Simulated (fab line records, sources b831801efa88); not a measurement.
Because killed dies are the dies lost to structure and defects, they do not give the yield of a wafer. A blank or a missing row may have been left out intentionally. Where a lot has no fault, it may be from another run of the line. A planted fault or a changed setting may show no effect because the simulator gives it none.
Which of the tools did it? / flow gf180mcu / 14 lots, 42 wafers sampled, at 7 steps of a route of 602

== WHAT THE GAUGES SHOWED, per wafer ==
GF_V2_RS_MEAS_24: the measuring method here is four-point-probe. Usual: for V2_W_RS the level is 0.328 ohm/sq and the standard deviation is 0.0036.
lot=L246; measured=day 19 21:55; on=film_metro-03; V2_W_RS (ohm/sq)=0.328 0.323 0.322; flag=
lot=L247; measured=day 20 10:05; on=film_metro-04; V2_W_RS (ohm/sq)=0.326 0.326 0.331; flag=
lot=L248; measured=day 20 22:13; on=film_metro-01; V2_W_RS (ohm/sq)=0.329 0.330 0.323; flag=
lot=L249; measured=day 21 06:00; on=film_metro-01; V2_W_RS (ohm/sq)=0.326 0.330 0.336; flag=
lot=L251; measured=day 22 09:41; on=film_metro-03; V2_W_RS (ohm/sq)=0.332 0.325 0.331; flag=
lot=L253; measured=day 23 02:42; on=film_metro-01; V2_W_RS (ohm/sq)=43.650 44.006 43.677; flag=OFF
lot=L254; measured=day 23 09:05; on=film_metro-03; V2_W_RS (ohm/sq)=44.569 44.385 43.746; flag=OFF
lot=L262; measured=day 26 01:23; on=film_metro-03; V2_W_RS (ohm/sq)=0.329 0.330 0.325; flag=
lot=L263; measured=day 26 08:05; on=film_metro-04; V2_W_RS (ohm/sq)=0.327 0.327 0.329; flag=
lot=L264; measured=day 27 00:23; on=film_metro-04; V2_W_RS (ohm/sq)=0.329 0.330 0.325; flag=
lot=L265; measured=day 27 02:18; on=film_metro-04; V2_W_RS (ohm/sq)=0.330 0.325 0.330; flag=
lot=L266; measured=day 27 03:55; on=film_metro-03; V2_W_RS (ohm/sq)=0.325 0.325 0.332; flag=
lot=L267; measured=day 27 13:15; on=film_metro-04; V2_W_RS (ohm/sq)=0.325 0.325 0.330; flag=
lot=L268; measured=day 27 21:33; on=film_metro-01; V2_W_RS (ohm/sq)=0.329 0.328 0.327; flag=

GF_V2_THK_MEAS_25: measures by xrf. Usual: for V2_W_THK the level is 356 nm and the standard deviation is 5.3.
lot=L246; measured=day 19 22:02; on=film_metro-03; V2_W_THK (nm)=357 360 359; flag=
lot=L247; measured=day 20 10:11; on=film_metro-04; V2_W_THK (nm)=358 360 353; flag=
lot=L248; measured=day 20 22:20; on=film_metro-01; V2_W_THK (nm)=359 360 367; flag=
lot=L249; measured=day 21 06:07; on=film_metro-01; V2_W_THK (nm)=363 358 350; flag=
lot=L251; measured=day 22 09:48; on=film_metro-03; V2_W_THK (nm)=350 356 353; flag=
lot=L253; measured=day 23 02:49; on=film_metro-01; V2_W_THK (nm)=<0 <0 -; flag=OFF
lot=L254; measured=day 23 09:12; on=film_metro-03; V2_W_THK (nm)=<0 <0 <0; flag=OFF
lot=L262; measured=day 26 01:30; on=film_metro-03; V2_W_THK (nm)=348 348 353; flag=
lot=L263; measured=day 26 08:11; on=film_metro-04; V2_W_THK (nm)=358 354 354; flag=
lot=L264; measured=day 27 00:29; on=film_metro-04; V2_W_THK (nm)=358 356 363; flag=
lot=L265; measured=day 27 02:25; on=film_metro-04; V2_W_THK (nm)=357 365 357; flag=
lot=L266; measured=day 27 04:02; on=film_metro-03; V2_W_THK (nm)=355 356 346; flag=
lot=L267; measured=day 27 13:22; on=film_metro-04; V2_W_THK (nm)=363 364 355; flag=
lot=L268; measured=day 27 21:40; on=film_metro-01; V2_W_THK (nm)=356 361 361; flag=

GF_M3_OVL_MEAS_15. Usual: for M3_OVL the level is 2 nm and the standard deviation is 5.
lot=L246; measured=day 20 22:40; on=overlay-01; M3_OVL (nm)=-11 -6 2; flag=
lot=L247; measured=day 21 10:55; on=overlay-01; M3_OVL (nm)=-4 -2 -4; flag=
lot=L248; measured=day 21 22:37; on=overlay-01; M3_OVL (nm)=5 -3 0; flag=
lot=L249; measured=day 22 06:47; on=overlay-02; M3_OVL (nm)=-1 -1 -1; flag=
lot=L251; measured=day 23 10:37; on=overlay-01; M3_OVL (nm)=0 5 -5; flag=
lot=L262; measured=day 26 22:31; on=overlay-01; M3_OVL (nm)=9 6 8; flag=
lot=L263; measured=day 27 05:08; on=overlay-02; M3_OVL (nm)=1 13 5; flag=
lot=L264; measured=day 27 21:14; on=overlay-01; M3_OVL (nm)=10 0 5; flag=
lot=L265; measured=day 27 22:58; on=overlay-01; M3_OVL (nm)=2 -1 -3; flag=
lot=L266; measured=day 28 00:37; on=overlay-02; M3_OVL (nm)=-1 12 7; flag=
lot=L267; measured=day 28 08:56; on=overlay-01; M3_OVL (nm)=8 10 9; flag=
lot=L268; measured=day 28 18:07; on=overlay-01; M3_OVL (nm)=7 -3 5; flag=

== EACH LOT AND THE TOOL THAT RAN IT (in order: tool; ch and the chambers of the sampled wafers; start) ==
lot=L246; GF_M2_STRIP_17=plasma_asher-02 ch 0,1, day 18 19:45; GF_V2_CVD_23=cvd_w-01 ch 0,1, day 19 21:48; GF_V2_CMP_26=cmp-01 ch 1,2,3, day 19 22:14; GF_M3_SPUTTER_01=pvd_sputter-04, day 19 22:38
lot=L247; GF_M2_STRIP_17=plasma_asher-04 ch 0,1, day 19 07:19; GF_V2_CVD_23=cvd_w-02 ch 0,1, day 20 09:56; GF_V2_CMP_26=cmp-01 ch 0,1, day 20 10:23; GF_M3_SPUTTER_01=pvd_sputter-04, day 20 10:47
lot=L248; GF_M2_STRIP_17=plasma_asher-04 ch 0,1, day 19 20:02; GF_V2_CVD_23=cvd_w-01 ch 0,1, day 20 22:07; GF_V2_CMP_26=cmp-01 ch 0,1,2, day 20 22:24; GF_M3_SPUTTER_01=pvd_sputter-01, day 20 22:48
lot=L249; GF_M2_STRIP_17=plasma_asher-04 ch 0,1, day 20 03:20; GF_V2_CVD_23=cvd_w-01 ch 0,1, day 21 05:52; GF_V2_CMP_26=cmp-01 ch 0,3, day 21 06:10; GF_M3_SPUTTER_01=pvd_sputter-01, day 21 06:34
lot=L251; GF_M2_STRIP_17=plasma_asher-04 ch 0,1, day 21 07:16; GF_V2_CVD_23=cvd_w-02 ch 0,1, day 22 09:34; GF_V2_CMP_26=cmp-02 ch 1,3, day 22 09:55; GF_M3_SPUTTER_01=pvd_sputter-04, day 22 10:16
lot=L253; GF_M2_STRIP_17=plasma_asher-04 ch 0,1, day 22 00:22; GF_V2_CVD_23=cvd_w-01 ch 0, day 23 02:34; GF_V2_CMP_26=cmp-01 ch 0,1,2, day 23 02:58; GF_M3_SPUTTER_01=-
lot=L254; GF_M2_STRIP_17=plasma_asher-01 ch 0,1, day 22 07:34; GF_V2_CVD_23=cvd_w-01 ch 0,1, day 23 08:58; GF_V2_CMP_26=cmp-02 ch 0,2,3, day 23 09:24; GF_M3_SPUTTER_01=-
lot=L262; GF_M2_STRIP_17=plasma_asher-02 ch 0,1, day 24 21:50; GF_V2_CVD_23=cvd_w-02 ch 0,1, day 26 01:16; GF_V2_CMP_26=cmp-02 ch 0,3, day 26 01:33; GF_M3_SPUTTER_01=pvd_sputter-04, day 26 01:57
lot=L263; GF_M2_STRIP_17=plasma_asher-02 ch 0,1, day 25 08:40; GF_V2_CVD_23=cvd_w-02 ch 0,1, day 26 07:58; GF_V2_CMP_26=cmp-02 ch 0,1, day 26 08:16; GF_M3_SPUTTER_01=pvd_sputter-02, day 26 08:37
lot=L264; GF_M2_STRIP_17=plasma_asher-01 ch 0,1, day 26 01:34; GF_V2_CVD_23=cvd_w-01 ch 0,1, day 27 00:14; GF_V2_CMP_26=cmp-02 ch 1,2,3, day 27 00:38; GF_M3_SPUTTER_01=pvd_sputter-01, day 27 00:56
lot=L265; GF_M2_STRIP_17=plasma_asher-04 ch 0,1, day 26 03:40; GF_V2_CVD_23=cvd_w-01 ch 0,1, day 27 02:11; GF_V2_CMP_26=cmp-01 ch 1,2,3, day 27 02:29; GF_M3_SPUTTER_01=pvd_sputter-02, day 27 02:53
lot=L266; GF_M2_STRIP_17=plasma_asher-02 ch 0,1, day 26 04:55; GF_V2_CVD_23=cvd_w-01 ch 0,1, day 27 03:47; GF_V2_CMP_26=cmp-02 ch 0,1,3, day 27 04:08; GF_M3_SPUTTER_01=pvd_sputter-01, day 27 04:29
lot=L267; GF_M2_STRIP_17=plasma_asher-01 ch 0,1, day 26 14:43; GF_V2_CVD_23=cvd_w-02 ch 0,1, day 27 13:07; GF_V2_CMP_26=cmp-02 ch 1,2, day 27 13:25; GF_M3_SPUTTER_01=pvd_sputter-01, day 27 13:49
lot=L268; GF_M2_STRIP_17=plasma_asher-02 ch 0,1, day 26 23:16; GF_V2_CVD_23=cvd_w-02 ch 0,1, day 27 21:25; GF_V2_CMP_26=cmp-01 ch 0,1, day 27 21:46; GF_M3_SPUTTER_01=pvd_sputter-01, day 27 22:07
- GF_M2_STRIP_17: strips in O2/N2.
- GF_V2_CVD_23: deposits W, target thk 350 nm, time 104.94 s.
- GF_V2_CMP_26: polishes, stops on SiO2, t overpolish 15 s, target thk 0 nm.
- GF_M3_SPUTTER_01: material TiN, target thk 30 nm, time 25 s.

== WHAT THE TOOLS THEMSELVES READ (means of the sampled wafers that have a number; where no wafer has one, the mark that the record gives instead) ==
GF_M2_STRIP_17. Usual: drypump_motor_current_A 6.08 A, standard deviation 0.24; heater_power_w 347 W, standard deviation 35; oes_product_au 0.555 a.u., standard deviation 0.0049; strip_time_to_endpoint_s 7.84 s, standard deviation 0.045.
lot=L246; tool=plasma_asher-02; drypump_motor_current_A (A)=6.07; heater_power_w (W)=345; oes_product_au (a.u.)=0.559; strip_time_to_endpoint_s (s)=7.85; flag=
lot=L247; tool=plasma_asher-04; drypump_motor_current_A (A)=6.16; heater_power_w (W)=305; oes_product_au (a.u.)=0.554; strip_time_to_endpoint_s (s)=7.82; flag=
lot=L248; tool=plasma_asher-04; drypump_motor_current_A (A)=6.12; heater_power_w (W)=298; oes_product_au (a.u.)=0.554; strip_time_to_endpoint_s (s)=7.81; flag=
lot=L249; tool=plasma_asher-04; drypump_motor_current_A (A)=6.15; heater_power_w (W)=303; oes_product_au (a.u.)=0.555; strip_time_to_endpoint_s (s)=7.81; flag=
lot=L251; tool=plasma_asher-04; drypump_motor_current_A (A)=6.11; heater_power_w (W)=299; oes_product_au (a.u.)=0.557; strip_time_to_endpoint_s (s)=7.92; flag=
lot=L253; tool=plasma_asher-04; drypump_motor_current_A (A)=6.16; heater_power_w (W)=302; oes_product_au (a.u.)=0.559; strip_time_to_endpoint_s (s)=7.85; flag=
lot=L254; tool=plasma_asher-01; drypump_motor_current_A (A)=5.88; heater_power_w (W)=385; oes_product_au (a.u.)=0.552; strip_time_to_endpoint_s (s)=7.84; flag=
lot=L262; tool=plasma_asher-02; drypump_motor_current_A (A)=6.07; heater_power_w (W)=349; oes_product_au (a.u.)=0.553; strip_time_to_endpoint_s (s)=7.80; flag=
lot=L263; tool=plasma_asher-02; drypump_motor_current_A (A)=6.06; heater_power_w (W)=345; oes_product_au (a.u.)=0.552; strip_time_to_endpoint_s (s)=7.86; flag=
lot=L264; tool=plasma_asher-01; drypump_motor_current_A (A)=5.89; heater_power_w (W)=378; oes_product_au (a.u.)=0.554; strip_time_to_endpoint_s (s)=7.84; flag=
lot=L265; tool=plasma_asher-04; drypump_motor_current_A (A)=6.16; heater_power_w (W)=307; oes_product_au (a.u.)=0.555; strip_time_to_endpoint_s (s)=7.84; flag=
lot=L266; tool=plasma_asher-02; drypump_motor_current_A (A)=6.06; heater_power_w (W)=345; oes_product_au (a.u.)=0.559; strip_time_to_endpoint_s (s)=7.85; flag=
lot=L267; tool=plasma_asher-01; drypump_motor_current_A (A)=6.19; heater_power_w (W)=384; oes_product_au (a.u.)=0.551; strip_time_to_endpoint_s (s)=7.85; flag=
lot=L268; tool=plasma_asher-02; drypump_motor_current_A (A)=6.04; heater_power_w (W)=356; oes_product_au (a.u.)=0.549; strip_time_to_endpoint_s (s)=7.79; flag=

GF_V2_CVD_23. Usual: chamber_pressure_Torr 40.00 Torr, standard deviation 0.089; heater_power_outer_w 557 W, standard deviation 32; heater_power_w 920 W, standard deviation 54.
lot=L246; tool=cvd_w-01; chamber_pressure_Torr (Torr)=40.02; heater_power_outer_w (W)=532; heater_power_w (W)=896; flag=
lot=L247; tool=cvd_w-02; chamber_pressure_Torr (Torr)=39.95; heater_power_outer_w (W)=557; heater_power_w (W)=914; flag=
lot=L248; tool=cvd_w-01; chamber_pressure_Torr (Torr)=39.89; heater_power_outer_w (W)=545; heater_power_w (W)=914; flag=
lot=L249; tool=cvd_w-01; chamber_pressure_Torr (Torr)=40.04; heater_power_outer_w (W)=539; heater_power_w (W)=882; flag=
lot=L251; tool=cvd_w-02; chamber_pressure_Torr (Torr)=40.03; heater_power_outer_w (W)=557; heater_power_w (W)=920; flag=
lot=L253; tool=cvd_w-01; chamber_pressure_Torr (Torr)=-; heater_power_outer_w (W)=-; heater_power_w (W)=-; flag=OFF
lot=L254; tool=cvd_w-01; chamber_pressure_Torr (Torr)=-; heater_power_outer_w (W)=-; heater_power_w (W)=-; flag=OFF
lot=L262; tool=cvd_w-02; chamber_pressure_Torr (Torr)=40.02; heater_power_outer_w (W)=580; heater_power_w (W)=957; flag=
lot=L263; tool=cvd_w-02; chamber_pressure_Torr (Torr)=39.95; heater_power_outer_w (W)=564; heater_power_w (W)=911; flag=
lot=L264; tool=cvd_w-01; chamber_pressure_Torr (Torr)=39.94; heater_power_outer_w (W)=561; heater_power_w (W)=933; flag=
lot=L265; tool=cvd_w-01; chamber_pressure_Torr (Torr)=39.99; heater_power_outer_w (W)=565; heater_power_w (W)=930; flag=
lot=L266; tool=cvd_w-01; chamber_pressure_Torr (Torr)=40.01; heater_power_outer_w (W)=532; heater_power_w (W)=893; flag=
lot=L267; tool=cvd_w-02; chamber_pressure_Torr (Torr)=39.99; heater_power_outer_w (W)=590; heater_power_w (W)=951; flag=
lot=L268; tool=cvd_w-02; chamber_pressure_Torr (Torr)=40.07; heater_power_outer_w (W)=555; heater_power_w (W)=918; flag=

GF_V2_CMP_26. Usual: motor_current_A 11.0 A, standard deviation 0.9; time_to_endpoint_s 84 s, standard deviation 3.5.
lot=L246; tool=cmp-01; motor_current_A (A)=11.9; time_to_endpoint_s (s)=88; flag=
lot=L247; tool=cmp-01; motor_current_A (A)=10.9; time_to_endpoint_s (s)=88; flag=
lot=L248; tool=cmp-01; motor_current_A (A)=11.4; time_to_endpoint_s (s)=83; flag=
lot=L249; tool=cmp-01; motor_current_A (A)=11.0; time_to_endpoint_s (s)=83; flag=
lot=L251; tool=cmp-02; motor_current_A (A)=10.0; time_to_endpoint_s (s)=92; flag=
lot=L253; tool=cmp-01; motor_current_A (A)=11.0; time_to_endpoint_s (s)=1; flag=OFF
lot=L254; tool=cmp-02; motor_current_A (A)=10.8; time_to_endpoint_s (s)=4; flag=OFF
lot=L262; tool=cmp-02; motor_current_A (A)=11.1; time_to_endpoint_s (s)=85; flag=
lot=L263; tool=cmp-02; motor_current_A (A)=11.1; time_to_endpoint_s (s)=83; flag=
lot=L264; tool=cmp-02; motor_current_A (A)=9.9; time_to_endpoint_s (s)=84; flag=
lot=L265; tool=cmp-01; motor_current_A (A)=11.6; time_to_endpoint_s (s)=82; flag=
lot=L266; tool=cmp-02; motor_current_A (A)=10.7; time_to_endpoint_s (s)=85; flag=
lot=L267; tool=cmp-02; motor_current_A (A)=9.6; time_to_endpoint_s (s)=88; flag=
lot=L268; tool=cmp-01; motor_current_A (A)=11.7; time_to_endpoint_s (s)=81; flag=

GF_M3_SPUTTER_01. Usual: cathode_dc_power_W 6500.0 W, standard deviation 1.2; throttle_valve_pct 30.2 %, standard deviation 0.75.
lot=L246; tool=pvd_sputter-04; cathode_dc_power_W (W)=6499.7; throttle_valve_pct (%)=30.4; flag=
lot=L247; tool=pvd_sputter-04; cathode_dc_power_W (W)=6500.1; throttle_valve_pct (%)=30.9; flag=
lot=L248; tool=pvd_sputter-01; cathode_dc_power_W (W)=6499.9; throttle_valve_pct (%)=29.9; flag=
lot=L249; tool=pvd_sputter-01; cathode_dc_power_W (W)=6499.8; throttle_valve_pct (%)=30.1; flag=
lot=L251; tool=pvd_sputter-04; cathode_dc_power_W (W)=6500.4; throttle_valve_pct (%)=30.6; flag=
lot=L262; tool=pvd_sputter-04; cathode_dc_power_W (W)=6498.5; throttle_valve_pct (%)=30.5; flag=
lot=L263; tool=pvd_sputter-02; cathode_dc_power_W (W)=6500.3; throttle_valve_pct (%)=29.7; flag=
lot=L264; tool=pvd_sputter-01; cathode_dc_power_W (W)=6500.2; throttle_valve_pct (%)=29.6; flag=
lot=L265; tool=pvd_sputter-02; cathode_dc_power_W (W)=6499.4; throttle_valve_pct (%)=29.7; flag=
lot=L266; tool=pvd_sputter-01; cathode_dc_power_W (W)=6500.5; throttle_valve_pct (%)=29.8; flag=
lot=L267; tool=pvd_sputter-01; cathode_dc_power_W (W)=6500.4; throttle_valve_pct (%)=29.9; flag=
lot=L268; tool=pvd_sputter-01; cathode_dc_power_W (W)=6499.0; throttle_valve_pct (%)=30.4; flag=

== THE ANSWER, worked out from the rows above alone ==
Rule: a lot counts as off when the mean over its wafers that have a number is more than 3 standard deviations away from the usual mean. A lot without any number at a reading at which 4 lots or more have one is off too. Any other lot the step has rows for is counted as sound. The gauges are gone through in route order, then the tools' own readings, and for those a lot's mean is taken as printed above. At the first step where some lot is off, the reading lying furthest off is the one used; lots without a number count as furthest.
Off: L253, L254, at GF_V2_RS_MEAS_24 (V2_W_RS).
If a tool, at a process step before that reading, ran all the lots that are off and no sound lot after the first of them, it fits. The gauges at GF_V2_RS_MEAS_24 aren't tried: what is off there is off at GF_V2_CVD_23 too, on other tools, and a gauge's error can't cause that. No candidate that was tried fits.

== WHAT THE SIMULATOR PUT IN ==
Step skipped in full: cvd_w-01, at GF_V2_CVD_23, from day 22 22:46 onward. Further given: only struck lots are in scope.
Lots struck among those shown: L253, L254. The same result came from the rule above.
